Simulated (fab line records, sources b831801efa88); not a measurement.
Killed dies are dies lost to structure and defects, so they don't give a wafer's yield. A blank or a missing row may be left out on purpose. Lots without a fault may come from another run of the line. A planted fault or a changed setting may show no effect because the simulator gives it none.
One fault seen from 2 desks | flow sky130 | each desk has only its own numbers; what lay behind them comes last

THE METROLOGY DESK
What the gauges read, lot by lot, whatever tool the lot ran on: means of the sampled wafers that have a number. A lot is out of limits, marked OUT, if its mean lies more than 4 standard deviations from the usual mean; the brackets give that distance.
Columns: A = CONTACT_HDPCVD_THK at SKY_CONTACT_THK_MEAS_03, usual 591 nm
lot  | first seen here | A
L423 | day 30 18:30    | 590
L424 | day 31 06:29    | 593
L425 | day 31 12:52    | 600
L427 | day 31 22:49    | 582
L428 | day 32 23:34    | 595
L429 | day 33 01:28    | 589
L433 | day 33 23:22    | 587
L432 | day 34 00:39    | 593
L434 | day 34 03:57    | 587
L436 | day 34 23:05    | 589
L440 | day 36 06:40    | 598
L442 | day 37 01:14    | 594
L444 | day 37 07:42    | 590
This desk's finding: nothing out of limits on any of the 13 lots.

THE TOOL OWNER'S DESK: litho_track-01
The tool's own readings at SKY_METAL1_COAT_10 (resist thk 450 nm): means of the sampled wafers that have a number, for each lot that ran on this tool. A lot is out of limits, marked OUT, if its mean lies more than 4 standard deviations from the usual mean; the brackets give that distance.
Columns: A = spin_speed_rpm at SKY_METAL1_COAT_10, usual 3000.0 rpm
lot  | first seen here | A
L423 | day 32 15:00    | 3000.9
L425 | day 33 08:00    | 3000.7
L427 | day 33 16:00    | 3000.4
L440 | day 37 23:00    | 3070.5 (+37) OUT
L442 | day 38 18:00    | 3072.1 (+38) OUT
This desk's finding: out of limits on L440, L442; first on L440, day 37 23:00 (spin_speed_rpm at SKY_METAL1_COAT_10). In limits: L423, L425, L427.

PUT TOGETHER
The tool owner's desk could have raised an alarm at day 37 23:00, on L440, L442.
The metrology desk saw nothing out of limits.
The metrology desk has L440, L442 on record, within its limits.
Of the lots named, all ran SKY_METAL1_COAT_10 on litho_track-01.

WHAT THE SIMULATOR HAD PUT IN
Process parameter drift: litho_track-01, from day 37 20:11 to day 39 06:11, at SKY_METAL1_COAT_10. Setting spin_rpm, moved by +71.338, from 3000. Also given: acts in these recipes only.
Lots struck among those shown: L440, L442.
Hours from the fault's start to each desk's first reading out of limits: the tool owner's desk, 3.
